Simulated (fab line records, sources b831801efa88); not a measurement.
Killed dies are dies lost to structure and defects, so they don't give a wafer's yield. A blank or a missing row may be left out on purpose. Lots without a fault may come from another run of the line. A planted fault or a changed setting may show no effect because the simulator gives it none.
Chamber matching | flow sky130 | SKY_VIA3_ETCH_14 on rie_diel-04: 4 sister chambers
The step etches BARC in N2/H2, stops on SiO2, time 45.9 s, target depth 60 nm. 4 wafers are shown with their chamber, then 8 later ones without.

WAFERS WITH THEIR CHAMBER
wafer  | chamber | drypump_motor_current_A (A)
L308.5 | 0       | 6.1
L309.4 | 3       | 5.6
L309.5 | 2       | 5.7
L310.2 | 1       | 6.1

WAFERS WITHOUT THEIR CHAMBER
wafer  | drypump_motor_current_A (A)
L310.3 | 6.0
L310.4 | 6.0
L311.1 | 6.2
L311.2 | 5.6
L311.3 | 6.0
L315.2 | 5.6
L315.3 | 6.0
L315.4 | 6.2

WHICH CHAMBER EACH WENT THROUGH
wafer  | from the rows above     | in truth
L310.3 | can't be placed: 0 or 1 | 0
L310.4 | can't be placed: 0 or 1 | 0
L311.1 | can't be placed: 0 or 1 | 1
L311.2 | can't be placed: 3 or 2 | 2
L311.3 | can't be placed: 0 or 1 | 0
L315.2 | can't be placed: 3 or 2 | 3
L315.3 | can't be placed: 0 or 1 | 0
L315.4 | can't be placed: 0 or 1 | 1
Placed correctly: 0 of 8. Can't be placed from these rows: 8 (the true chamber is among the candidates in 8). Placed wrongly: 0.
How it was worked out, from the rows above alone: a wafer's distance from a chamber is the root of the sum, over the readings, of the square of ((its reading less the chamber's mean) divided by the reading's scatter). The wafer belongs to the nearest chamber; if the next one is less than 2 further off, it can't be placed. A chamber's mean is the mean of its shown wafers. The scatter: with one shown wafer a chamber, the root of the mean of the squares of how far each hidden wafer lies from its nearest shown one.
